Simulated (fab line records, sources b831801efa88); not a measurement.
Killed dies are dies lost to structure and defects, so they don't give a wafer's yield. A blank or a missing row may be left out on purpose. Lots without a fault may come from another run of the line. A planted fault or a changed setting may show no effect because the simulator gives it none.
A struck lot beside a sound one | flow sky130 | 37 steps out of a route of 708
Sound: wafers L976.2, L976.4, L976.6. Struck: wafers L971.1, L971.5, L971.6. The cause comes at the end.
At each step with rows: each side's tool, then ch and its chambers, then its first start. Under that, the readings that differ: sound wafers | struck wafers | difference of the means | sigmas: that difference in standard deviations of wafers without a fault.
alike: readings whose means differ by less than 2 such deviations, and words and numbers that are the same on both sides. not compared: withheld readings, readings that some wafer has no value for, bounds like >300 that may hide the same value, and numbers for which the record gives no deviation and whose values overlap.
The two part at a step that has a row with sigmas, a row that says differs or no value, or rows on one side only. Numbers that don't overlap but have no deviation are shown without sigmas and don't part them. A reading that every wafer of one side lacks parts them only if that side has two wafers or more.

first, 9 steps without rows for these wafers: SKY_VIA3_SPUTTER_20 (material TiN, target thk 20 nm, time 80 s); SKY_VIA3_CVD_21 (deposits W, target thk 390 nm, time 117.31 s); SKY_VIA3_CMP_24 (polishes, stops on SiO2, t overpolish 20 s, target thk 0 nm); SKY_METAL4_SPUTTER_00 (material Ti, target thk 15 nm, time 10 s); SKY_METAL4_SPUTTER_01 (material TiN, target thk 20 nm, time 16.7 s); SKY_METAL4_SPUTTER_02 (material AlCu, target thk 735 nm, time 39.82 s); SKY_METAL4_SPUTTER_03 (material Ti, target thk 5 nm, time 3.3 s); SKY_METAL4_SPUTTER_04 (material TiN, target thk 70 nm, time 58.3 s); SKY_CAP2M_CVD_00 (deposits SiO2, target thk 15.5 nm).
SKY_CAP2M_SPUTTER_02: material TiN, target thk 200 nm, time 166.7 s.
  sound on pvd_sputter-03, day 43 12:35; struck on pvd_sputter-01, day 42 13:25
  reading                                   | sound             | struck            | difference | sigmas
  model.TiN_of_CAP2M_SPUTTER_02.thk_nm (nm) | 200.8 200.7 201.1 | 226.9 226.2 227.2 | +25.9      |
  alike: throttle_valve_pct
SKY_CAP2M_RS_MEAS_03: measures by four-point-probe.
  sound on film_metro-01, day 43 12:43; struck on film_metro-01, day 42 13:49
  reading               | sound          | struck         | difference | sigmas
  CAP2M_TIN_RS (ohm/sq) | 6.88 6.89 6.85 | 6.07 6.10 6.07 | -0.79      | -12
  not compared: hold
SKY_CAP2M_THK_MEAS_04: measures by xrf.
  sound on film_metro-01, day 43 12:49; struck on film_metro-01, day 42 18:46
  reading            | sound             | struck            | difference | sigmas
  CAP2M_TIN_THK (nm) | 202.3 202.6 203.2 | 228.5 228.3 228.3 | +25.7      | +12
  not compared: hold
then, 6 steps without rows for these wafers: SKY_CAP2M_HMDS_06 (prime time 60 s); SKY_CAP2M_COAT_07 (resist thk 1140 nm); SKY_CAP2M_SOFTBAKE_08 (time 60 s); SKY_CAP2M_EXPOSE_09 (exposes mask CAP2M, target cd 1000 nm); SKY_CAP2M_PEB_10; SKY_CAP2M_DEVELOP_11 (develop time 60 s).
SKY_CAP2M_METAL_ETCH_13: etches TiN in Cl2/BCl3, stops on SiO2, target depth 220 nm, time 62.9 s.
  sound on rie_metal-01 ch 0,1, day 44 11:07; struck on rie_metal-03 ch 0,1, day 43 12:13
  reading                     | sound                | struck               | difference | sigmas
  drypump_motor_current_A (A) | 6.1 6.1 5.6          | 5.0 5.5 5.1          | -0.7       | -2
  oes_product_au (a.u.)       | 0.946 0.947 0.947    | 0.989 0.979 0.984    | +0.037     | +5
  throttle_valve_pct (%)      | 21.895 21.918 21.882 | 21.870 21.880 21.861 | -0.028     | -3
  alike: bias_w
  not compared: rf_hours_counter_h
then, 16 steps without rows for these wafers: SKY_CAP2M_STRIP_14 (strips in O2/N2); SKY_CAP2M_STRIP_15 (strips in post etch residue remover, time 1200 s); SKY_CAP2M_CLEAN_16 (cleans in IPA, time 180 s); SKY_CAP2M_CLEAN_17 (cleans in O3/DIW); SKY_METAL4_DEHYDRATE_05 (time 60 s); SKY_METAL4_HMDS_06 (prime time 60 s); SKY_METAL4_COAT_07 (resist thk 60 nm); SKY_METAL4_COAT_08 (resist thk 1140 nm); SKY_METAL4_SOFTBAKE_09 (time 90 s); SKY_METAL4_EXPOSE_10 (exposes mask MM4, target cd 300 nm); SKY_METAL4_PEB_11; SKY_METAL4_DEVELOP_12 (develop time 60 s); SKY_METAL4_DESCUM_15 (chemistry O2, time 8 s); SKY_METAL4_ETCH_16 (etches BARC in N2/H2, stops on SiO2, time 88.2 s, target depth 60 nm); SKY_METAL4_ETCH_17 (etches SiO2 in C4F8/O2/Ar, stops on TiN, time 3.9 s, target depth 15 nm); SKY_METAL4_METAL_ETCH_18 (etches the open film in Cl2/BCl3, stops on SiO2, target depth 845 nm, time 183.1 s).
SKY_METAL4_STRIP_20: strips in post etch residue remover, time 1200 s.
  sound on wet_bench-04 ch 1, day 45 10:11; struck on wet_bench-01 ch 2, day 44 12:01
  reading                                   | sound             | struck            | difference | sigmas
  model.TiN_of_CAP2M_SPUTTER_02.thk_nm (nm) | 199.9 199.8 200.3 | 226.1 225.3 226.4 | +25.9      |
-- the record jumps here: 4 days lie between the struck wafers' starts before and after (it left off in module METAL4 and takes up again in module PAD_OPEN, whose first step shown is number 708 of the route) --
SKY_PAD_OPEN_PROBE_99:
  sound on prober-01, day 49 00:41; struck on prober-02, day 48 04:49
  reading                               | sound                   | struck            | difference | sigmas
  model.etest.tester.sort_n_pass        | 399 396 405             | 0 0 0             | -400       |
  model.etest.met4.line_ohm_um          | 0.1369 0.139 0.1383     | 322.8 310.8 351.5 | +328.2     |
  model.etest.via4_chain.rc_ohm         | 0.797 0.779 0.7736      | 245.7 238.7 264.8 | +249.0     |
  model.etest.met4.rs_ohm_sq            | 0.04109 0.04197 0.04134 | 98.76 94.83 108   | +100.49    |
  model.etest.tester.sort_yield_pct (%) | 81.1 80.49 82.32        | 0 0 0             | -81        |
  model.etest.tester.sort_bin_4_pct (%) | 0 0 0                   | 83.11 82.31 82.72 | +82.71     |
  model.etest.pfet_01v8_lvt.under_floor | 0 0 0                   | 1 1 1             | +1         |
  alike: defect_limited_yield, killed_at_M0_to_M3, killed_at_M4_up, killed_at_contacts, killed_at_front_end, killed_at_other, killed_dies, killed_on_rim, killed_open, killed_short
  not compared: model.etest.met4.rs_ohm_sq_rim_less_centre

WHERE THEY PART
First at SKY_CAP2M_RS_MEAS_03; last, within this record, at SKY_CAP2M_METAL_ETCH_13. Later steps at which nothing parts them and some readings are alike: SKY_PAD_OPEN_PROBE_99.

WHY: what the simulator had put in
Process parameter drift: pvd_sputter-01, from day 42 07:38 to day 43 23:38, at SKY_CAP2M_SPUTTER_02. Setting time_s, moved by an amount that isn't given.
